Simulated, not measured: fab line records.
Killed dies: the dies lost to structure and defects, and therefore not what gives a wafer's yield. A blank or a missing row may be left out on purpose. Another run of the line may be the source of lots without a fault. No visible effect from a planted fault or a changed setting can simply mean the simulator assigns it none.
A struck lot beside a sound one	flow sky130	43 out of 708 route steps
Sound: the wafers L927.1, L927.2, L927.3. Struck: wafer L946.4. (L946.1, L946.6 of the same lot were not struck and are left out.) The cause comes at the end.
Each step with rows lists, per side, the tool, then ch with its chambers, then its first start. Under that, the readings that differ: sound wafers	struck wafers	difference of the means	sigmas: that difference in standard deviations of wafers without a fault.
alike: words and numbers the same on both sides, and readings whose means are apart by under 2 such deviations; not compared: readings that were withheld, readings missing a value for some wafer, numbers with overlapping values and no deviation given by the record, and bounds like >300 which may hide the same value.
Wherever a step has rows on one side only, a row that says differs or no value, or a row with sigmas, the two part there. Numbers that have no deviation but don't overlap get no sigmas and don't part them. A reading missing from all wafers of one side parts the sides only when that side holds two or more wafers.

SKY_VIA3_ETCH_15: etches SiO2 in C4F8/O2/Ar, stops on TiN, target depth 507 nm, time 78 s.
  sound on rieDiel-03 ch 0,2,3, day 40 16:20; struck on rieDiel-04 ch 3, day 45 17:22
reading	sound	struck	difference	sigmas
rfHoursCounterH (h)	12 19 15	20	+5	
  alike: oesProductAu
SKY_VIA3_STRIP_16: strips in O2/N2.
  sound on plasmaAsher-02 ch 0,1, day 40 16:24; struck on plasmaAsher-01 ch 1, day 45 17:26
  alike: drypumpMotorCurrentA, oesProductAu, stripTimeToEndpointS
  not compared: rfHoursCounterH
then, 5 steps without rows for these wafers: SKY_VIA3_STRIP_17 (strips in post etch residue remover, time 1200 s); SKY_VIA3_CLEAN_18 (cleans in IPA, time 180 s); SKY_VIA3_CLEAN_19 (cleans in O3/DIW); SKY_VIA3_SPUTTER_20 (material TiN, target thk 20 nm, time 80 s); SKY_VIA3_CVD_21 (deposits W, target thk 390 nm, time 117.31 s).
SKY_VIA3_RS_MEAS_22: measures by four-point-probe.
  sound on filmMetro-01, day 40 17:11; struck on filmMetro-01, day 45 18:14
reading	sound	struck	difference	sigmas
VIA3_W_RS (ohm/sq)	0.297 0.290 0.294	0.284	-0.010	-2
SKY_VIA3_THK_MEAS_23: measures by xrf.
  sound on filmMetro-01, day 40 17:18; struck on filmMetro-01, day 45 18:22
reading	sound	struck	difference	sigmas
VIA3_W_THK (nm)	373 382 373	391	+15	+2
SKY_VIA3_CMP_24: polishes, stops on SiO2, t overpolish 20 s, target thk 0 nm.
  sound on cmp-02 ch 0,1,3, day 40 17:22; struck on cmp-02 ch 3, day 45 18:25
reading	sound	struck	difference	sigmas
motorCurrentA (A)	10.5 12.8 12.2	9.4	-2.4	-2
overpolishRunS (s)	19.981 19.993 20.013	20.014	+0.018	+2
  alike: headPressurePsi, timeToEndpointS
then, 2 steps without rows for these wafers: SKY_METAL4_SPUTTER_00 (material Ti, target thk 15 nm, time 10 s); SKY_METAL4_SPUTTER_01 (material TiN, target thk 20 nm, time 16.7 s).
SKY_METAL4_SPUTTER_02: material AlCu, target thk 735 nm, time 39.1 s.
  sound on pvdSputter-02, day 40 17:42; struck on pvdSputter-02, day 45 18:46
  alike: throttleValvePct
then, 2 steps without rows for these wafers: SKY_METAL4_SPUTTER_03 (material Ti, target thk 5 nm, time 3.3 s); SKY_METAL4_SPUTTER_04 (material TiN, target thk 70 nm, time 58.3 s).
SKY_CAP2M_CVD_00: deposits SiO2, target thk 15.5 nm.
  sound on pecvd-02 ch 0,1,2, day 40 17:49; struck on pecvd-01 ch 0, day 45 18:53
  alike: heaterPowerW
SKY_CAP2M_THK_MEAS_01:
  sound on filmMetro-03, day 40 17:50; struck on filmMetro-02, day 45 18:54
  alike: CAP2M_CVD_00_THK
SKY_CAP2M_SPUTTER_02: material TiN, target thk 200 nm, time 166.7 s.
  sound on pvdSputter-01, day 40 17:53; struck on pvdSputter-01, day 45 18:58
  alike: throttleValvePct
SKY_CAP2M_RS_MEAS_03: measures by four-point-probe.
  sound on filmMetro-02, day 40 18:00; struck on filmMetro-02, day 45 19:04
  alike: CAP2M_TIN_RS
SKY_CAP2M_THK_MEAS_04: measures by xrf.
  sound on filmMetro-02, day 40 18:07; struck on filmMetro-02, day 45 19:11
  alike: CAP2M_TIN_THK
then, 7 steps without rows for these wafers: SKY_CAP2M_DEHYDRATE_05 (time 60 s); SKY_CAP2M_HMDS_06 (prime time 60 s); SKY_CAP2M_COAT_07 (resist thk 1140 nm); SKY_CAP2M_SOFTBAKE_08 (time 60 s); SKY_CAP2M_EXPOSE_09 (exposes mask CAP2M, target cd 1000 nm); SKY_CAP2M_PEB_10; SKY_CAP2M_DEVELOP_11 (develop time 60 s).
SKY_CAP2M_OVL_MEAS_12:
  sound on overlay-02, day 41 17:35; struck on overlay-02, day 46 15:43
  alike: CAP2M_OVL
then, 13 steps without rows for these wafers: SKY_CAP2M_METAL_ETCH_13 (etches TiN in Cl2/BCl3, stops on SiO2, target depth 220 nm, time 62.9 s); SKY_CAP2M_STRIP_14 (strips in O2/N2); SKY_CAP2M_STRIP_15 (strips in post etch residue remover, time 1200 s); SKY_CAP2M_CLEAN_16 (cleans in IPA, time 180 s); SKY_CAP2M_CLEAN_17 (cleans in O3/DIW); SKY_METAL4_DEHYDRATE_05 (time 60 s); SKY_METAL4_HMDS_06 (prime time 60 s); SKY_METAL4_COAT_07 (resist thk 60 nm); SKY_METAL4_COAT_08 (resist thk 1140 nm); SKY_METAL4_SOFTBAKE_09 (time 90 s); SKY_METAL4_EXPOSE_10 (exposes mask MM4, target cd 300 nm); SKY_METAL4_PEB_11; SKY_METAL4_DEVELOP_12 (develop time 60 s).
SKY_METAL4_CD_MEAS_13 targets a cd of 300 nm.
  sound on cdSem-01, day 42 16:37; struck on cdSem-01, day 47 12:40
  alike: cdNm
-- the record jumps here: 3 days lie between the struck wafers' starts before and after (it left off in module METAL4 and takes up again in module PAD_OPEN, whose first step shown is number 708 of the route) --
SKY_PAD_OPEN_PROBE_99:
  sound on prober-01, day 46 14:28; struck on prober-02, day 50 18:08
reading	sound	struck	difference	sigmas
killed_at_M4_up	9 3 1	47	+43	+22
killedShort	52 39 40	26	-18	-3
sort_bin_5_function (%)	11.2 10.6 10.8	15.2	+4.3	+3
model.etest.tester.sortNPass	390 402 401	379	-19	
model.etest.tester.sortYieldPct (%)	79.27 81.71 81.5	77.03	-3.80	
model.etest.tester.sort_bin_5_pct (%)	11.18 10.57 10.77	15.24	+4.40	
  alike: defectLimitedYield, killed_at_M0_to_M3, killedAtContacts, killedAtFrontEnd, killedAtOther, killedDies, killedOpen, sort_bin_3_pad_short, sort_bin_6_memory, sortNPass, sortYieldPct
  not compared: model.etest.tester.sort_bin_3_pct

WHERE THEY PART
Earliest at SKY_VIA3_RS_MEAS_22; latest, in this record, at SKY_PAD_OPEN_PROBE_99.

WHY: what the simulator had put in
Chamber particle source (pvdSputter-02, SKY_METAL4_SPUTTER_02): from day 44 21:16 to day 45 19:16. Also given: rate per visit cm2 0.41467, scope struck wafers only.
